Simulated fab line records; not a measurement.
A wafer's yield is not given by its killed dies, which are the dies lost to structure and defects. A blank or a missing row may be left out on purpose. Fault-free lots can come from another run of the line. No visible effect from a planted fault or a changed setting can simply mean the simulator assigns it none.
Struck lot and sound lot, side by side / flow sky130 / 15 steps out of a route of 708
Sound: the wafers L416.1, L416.3, L416.4. Wafers L424.1, L424.4, L424.6 were the ones struck. At the end, the cause is stated.
Each step with rows lists, per side, the tool, then ch with its chambers, then its first start. Under that, the readings that differ: sound wafers / struck wafers / difference of the means / sigmas: that difference in standard deviations of wafers without a fault.
alike: readings with means less than 2 such deviations apart, plus words and numbers identical on both sides. not compared: withheld readings, readings lacking a value on some wafer, bounds such as >300 that could conceal the same value, and numbers that have no deviation in the record and whose values overlap.
The two part at a step that has a row with sigmas, a row that says differs or no value, or rows on one side only. Non-overlapping numbers with no deviation appear without sigmas and do not part them. A reading that every wafer of one side lacks parts them only if that side has two wafers or more.

first, 1 step without rows for these wafers: SKY_VIA2_ETCH_14 (etches BARC in N2/H2, stops on SiO2, time 45.9 s, target depth 60 nm).
SKY_VIA2_ETCH_15: etches SiO2 in C4F8/O2/Ar, stops on TiN, target depth 546 nm, time 84 s.
  sound on rieDiel-03 ch 0,1,2, day 37 18:51; struck on rieDiel-04 ch 0,2,3, day 39 22:28
  alike: oesProductAu
  not compared: rfHoursCounterH
SKY_VIA2_STRIP_16: strips in O2/N2.
  sound on plasmaAsher-03 ch 0,1, day 37 18:55; struck on plasmaAsher-04 ch 1, day 39 22:31
  alike: drypumpMotorCurrentA, oesProductAu, stripTimeToEndpointS
  not compared: rfHoursCounterH
then, 5 steps without rows for these wafers: SKY_VIA2_STRIP_17 (strips in post etch residue remover, time 1200 s); SKY_VIA2_CLEAN_18 (cleans in IPA, time 180 s); SKY_VIA2_CLEAN_19 (cleans in O3/DIW); SKY_VIA2_SPUTTER_20 (material TiN, target thk 20 nm, time 80 s); SKY_VIA2_CVD_21 (deposits W, target thk 420 nm, time 126.4 s).
SKY_VIA2_RS_MEAS_22: measures by four-point-probe.
  sound: filmMetro-04 at day 37 19:48; struck: filmMetro-03 at day 39 23:19
  alike: VIA2_W_RS
SKY_VIA2_THK_MEAS_23: measures by xrf.
  sound: filmMetro-04 at day 37 19:55; struck: filmMetro-03 at day 39 23:26
  alike: VIA2_W_THK
SKY_VIA2_CMP_24: polishes, stops on SiO2, t overpolish 20 s, target thk 0 nm.
  sound on cmp-02 ch 0,1,3, day 37 19:59; struck on cmp-02 ch 0,2,3, day 39 23:35
  alike: edgeZonePressureFrac, motorCurrentA, overpolishRunS, timeToEndpointS
SKY_METAL3_SPUTTER_00: material Ti, target thk 15 nm, time 10 s.
  sound: pvdSputter-01 at day 37 20:17; struck: pvdSputter-04 at day 39 23:47
  alike: chamberPressurePa, throttleValvePct
SKY_METAL3_SPUTTER_01: material TiN, target thk 20 nm, time 16.7 s.
  sound: pvdSputter-01 at day 37 20:18; struck: pvdSputter-04 at day 39 23:49
reading=chamberPressurePa (Pa); sound=0.3993 0.4003 0.3983; struck=0.3855 0.3850 0.3849; difference=-0.0142; sigmas=-16
  alike: throttleValvePct
SKY_METAL3_SPUTTER_02: material AlCu, target thk 735 nm, time 39.1 s.
  sound: pvdSputter-01 at day 37 20:20; struck: pvdSputter-04 at day 39 23:50
  alike: chamberPressurePa, throttleValvePct
-- the record jumps here: 9 days lie between the struck wafers' starts before and after (it left off in module METAL3 and takes up again in module PAD_OPEN, whose first step shown is number 708 of the route) --
SKY_PAD_OPEN_PROBE_99:
  sound: prober-01 at day 47 00:36; struck: prober-02 at day 48 15:49
  alike: defectLimitedYield, killed_at_M0_to_M3, killed_at_M4_up, killedAtContacts, killedAtFrontEnd, killedAtOther, killedDies, killedOpen, killedShort, sort_bin_3_pad_short, sort_bin_5_function, sort_bin_6_memory, sortNPass, sortYieldPct

== WHERE THEY PART ==
SKY_METAL3_SPUTTER_01 only, going by this record. Later steps at which nothing parts them and some readings are alike: SKY_METAL3_SPUTTER_02, SKY_PAD_OPEN_PROBE_99.

WHY: what the simulator had put in
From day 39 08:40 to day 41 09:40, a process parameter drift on pvdSputter-04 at SKY_METAL3_SPUTTER_01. Setting chamberPressurePa, moved by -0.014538, from 0.4. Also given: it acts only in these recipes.
